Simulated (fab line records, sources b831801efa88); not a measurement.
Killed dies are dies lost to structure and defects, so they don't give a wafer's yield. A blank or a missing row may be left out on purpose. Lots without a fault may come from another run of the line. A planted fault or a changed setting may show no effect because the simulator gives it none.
Chamber matching | flow sky130 | SKY_CONTACT_ETCH_16 on rie_diel-02: 4 sister chambers
The step etches BARC in N2/H2, stops on SiO2, time 45.9 s, target depth 60 nm. 4 wafers are shown with their chamber, then 7 later ones without.

WAFERS WITH THEIR CHAMBER
wafer  | chamber | h2_flow_sccm (sccm)
L574.2 | 0       | 200.5
L574.5 | 2       | 200.1
L587.1 | 3       | 200.2
L587.4 | 1       | 199.7

WAFERS WITHOUT THEIR CHAMBER
wafer  | h2_flow_sccm (sccm)
L587.6 | 200.5
L589.1 | 200.0
L589.5 | 200.6
L589.6 | 199.9
L590.1 | 199.8
L590.4 | 199.7
L590.6 | 200.8

WHICH CHAMBER EACH WENT THROUGH
wafer  | from the rows above          | in truth
L587.6 | can't be placed: 0 or 3      | 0
L589.1 | can't be placed: 2 or 3 or 1 | 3
L589.5 | can't be placed: 0 or 3      | 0
L589.6 | can't be placed: 2 or 1 or 3 | 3
L590.1 | can't be placed: 1 or 2 or 3 | 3
L590.4 | 1                            | 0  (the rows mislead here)
L590.6 | can't be placed: 0 or 3      | 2
Placed correctly: 0 of 7. Can't be placed from these rows: 6 (the true chamber is among the candidates in 5). Placed wrongly: 1.
How it was worked out, from the rows above alone: a wafer's distance from a chamber is the root of the sum, over the readings, of the square of ((its reading less the chamber's mean) divided by the reading's scatter). The wafer belongs to the nearest chamber; if the next one is less than 2 further off, it can't be placed. A chamber's mean is the mean of its shown wafers. The scatter: with one shown wafer a chamber, the root of the mean of the squares of how far each hidden wafer lies from its nearest shown one.
